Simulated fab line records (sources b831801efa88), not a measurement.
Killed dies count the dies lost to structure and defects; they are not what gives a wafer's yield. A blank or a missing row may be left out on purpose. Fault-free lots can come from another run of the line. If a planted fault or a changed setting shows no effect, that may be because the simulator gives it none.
Chamber matching + flow sky130 + rieDiel-04 running SKY_VIA2_ETCH_14: 4 sister chambers
The step etches BARC in N2/H2, stops on SiO2, time 45.9 s, target depth 60 nm. 8 wafers are shown with their chamber, then 9 later ones without.

== EACH WAFER AND ITS CHAMBER ==
| wafer  | chamber | drypumpMotorCurrentA (A) | oesProductAu (a.u.) |
|--------|---------|--------------------------|---------------------|
| L078.6 | 0       | 5.3                      | 0.850               |
| L085.2 | 2       | 5.9                      | 0.850               |
| L085.6 | 3       | 5.0                      | 0.848               |
| L088.2 | 0       | 5.3                      | 0.854               |
| L088.6 | 3       | 5.0                      | 0.851               |
| L090.3 | 1       | 5.6                      | 0.855               |
| L090.5 | 1       | 5.6                      | 0.857               |
| L090.6 | 2       | 6.0                      | 0.857               |

== WAFERS WHOSE CHAMBER IS MISSING ==
| wafer  | drypumpMotorCurrentA (A) | oesProductAu (a.u.) |
|--------|--------------------------|---------------------|
| L092.2 | 5.6                      | 0.854               |
| L092.3 | 5.0                      | 0.854               |
| L092.6 | 5.9                      | 0.857               |
| L091.3 | 6.0                      | 0.855               |
| L091.4 | 5.6                      | 0.852               |
| L091.6 | 5.6                      | 0.861               |
| L097.2 | 6.0                      | 0.853               |
| L097.4 | 5.6                      | 0.854               |
| L097.5 | 5.3                      | 0.854               |

== EACH ONE'S CHAMBER ==
| wafer  | from the rows above | in truth |
|--------|---------------------|----------|
| L092.2 | 1                   | 1        |
| L092.3 | 3                   | 3        |
| L092.6 | 2                   | 2        |
| L091.3 | 2                   | 2        |
| L091.4 | 1                   | 1        |
| L091.6 | 1                   | 1        |
| L097.2 | 2                   | 2        |
| L097.4 | 1                   | 1        |
| L097.5 | 0                   | 0        |
Placed correctly: 9 of 9. Left unplaced by these rows: 0. 0 placed wrongly.
How it was worked out, from the rows above alone: a wafer's distance from a chamber is the root of the sum, over the readings, of the square of ((its reading less the chamber's mean) divided by the reading's scatter). The wafer belongs to the nearest chamber; if the next one is less than 2 further off, it can't be placed. Each chamber's mean is taken over the wafers shown for it. How the scatter is found: for the shown wafers, subtract from each reading the mean of its chamber, square and add these, divide the total by (wafers less chambers), then take the root.
